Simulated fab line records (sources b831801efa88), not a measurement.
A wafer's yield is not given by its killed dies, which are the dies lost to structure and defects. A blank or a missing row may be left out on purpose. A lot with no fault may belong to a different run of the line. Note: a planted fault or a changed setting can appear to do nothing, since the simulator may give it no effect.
A struck lot beside a sound one ; flow sky130 ; 14 out of 708 route steps
Sound: wafers L187.2, L187.3, L187.4. Wafers struck: L198.3, L198.4, L198.5. Last of all comes the cause.
Each step with rows lists, per side, the tool, then ch with its chambers, then its first start. Under that, the readings that differ: sound wafers ; struck wafers ; difference of the means ; sigmas: that difference in standard deviations of wafers without a fault.
alike: words and numbers the same on both sides, and readings whose means are apart by under 2 such deviations; not compared: readings that were withheld, readings missing a value for some wafer, numbers with overlapping values and no deviation given by the record, and bounds like >300 which may hide the same value.
A row with sigmas, a row that says differs or no value, or rows on one side alone: a step with any of these is where the two part. Non-overlapping numbers with no deviation appear without sigmas and do not part them. A reading that every wafer of one side lacks parts them only if that side has two wafers or more.

first, 2 steps without rows for these wafers: SKY_VIA4_PEB_09; SKY_VIA4_DEVELOP_10 (develop time 60 s).
SKY_VIA4_OVL_MEAS_11:
  sound on overlay-02, day 44 02:01; struck on overlay-02, day 47 02:47
  alike: VIA4_OVL
SKY_VIA4_ETCH_12: etches SiO2 in C4F8/O2/Ar, stops on TiN, target depth 580 nm.
  sound on rieDiel-02 ch 0,1,3, day 44 02:03; struck on rieDiel-01 ch 2,3, day 47 02:49
  alike: chamberPressureMTorr, oesProductAu
SKY_VIA4_STRIP_13: strips in O2/N2.
  sound on plasmaAsher-01 ch 0,1, day 44 02:07; struck on plasmaAsher-04 ch 0,1, day 47 02:55
  alike: chamberPressureMTorr, drypumpMotorCurrentA, oesProductAu, stripTimeToEndpointS
  not compared: rfHoursCounterH
then, 3 steps without rows for these wafers: SKY_VIA4_STRIP_14 (strips in post etch residue remover, time 1200 s); SKY_VIA4_CLEAN_15 (cleans in IPA, time 180 s); SKY_VIA4_CLEAN_16 (cleans in O3/DIW).
SKY_VIA4_SPUTTER_17: material TiN, target thk 20 nm, time 80 s.
  sound on pvdSputter-02, day 44 02:43; struck on pvdSputter-02, day 47 03:41
  alike: cathodeDcPowerW, throttleValvePct
SKY_VIA4_CVD_18: deposits W, target thk 505 nm, time 152.14 s.
  sound on cvdW-01 ch 0,1, day 44 02:47; struck on cvdW-01 ch 0,1, day 47 03:47
  alike: heaterPowerOuterW, heaterPowerW
SKY_VIA4_RS_MEAS_19: a four-point-probe measurement.
  sound on filmMetro-03, day 44 02:58; struck on filmMetro-03, day 47 03:56
  alike: VIA4_W_RS
SKY_VIA4_THK_MEAS_20: measures by xrf.
  sound on filmMetro-03, day 44 03:04; struck on filmMetro-03, day 47 04:02
  alike: VIA4_W_THK
SKY_VIA4_CMP_21: polishes, stops on SiO2, t overpolish 25 s, target thk 0 nm.
  sound on cmp-02 ch 0,1,2, day 44 03:07; struck on cmp-02 ch 0,2,3, day 47 04:29
reading;sound;struck;difference;sigmas
overpolishRunS (s);24.996 25.008 24.991;0.036 0.044 0.047;-24.956;-99 or more
timeToEndpointS (s);124 126 121;188 189 188;+65;+12
  alike: edgeZonePressureFrac, motorCurrentA, slurryFilterDpKPa
-- the record jumps here: 2 days lie between the struck wafers' starts before and after (it left off in module VIA4 and takes up again in module PAD_OPEN, whose first step shown is number 708 of the route) --
SKY_PAD_OPEN_PROBE_99:
  sound on prober-02, day 46 22:25; struck on prober-02, day 49 16:05
reading;sound;struck;difference;sigmas
defectLimitedYield (%);81.5 83.3;0 0 0;-82;-41
killed_at_M4_up;3 2;430 400 406;+410;+99 or more
killedDies;91 82;492 492 492;+406;+42
killedOnRim;17 16;96 96 96;+80;+22
sort_bin_3_pad_short (%);0.8 0.6;87.4 81.5 82.9;+83.2;+99 or more
sortNPass;401 410;0 0 0;-406;-42
sortYieldPct (%);81.5 83.3;0 0 0;-82;-41
  alike: killed_at_M0_to_M3, killedAtContacts, killedAtFrontEnd, killedAtOther, killedOpen, killedShort, sort_bin_5_function, sort_bin_6_memory

## WHERE THEY PART
First at SKY_VIA4_CMP_21; last, within this record, at SKY_PAD_OPEN_PROBE_99.

WHY: what had been put in by the simulator
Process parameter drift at SKY_VIA4_CMP_21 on cmp-02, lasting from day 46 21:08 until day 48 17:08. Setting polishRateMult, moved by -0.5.
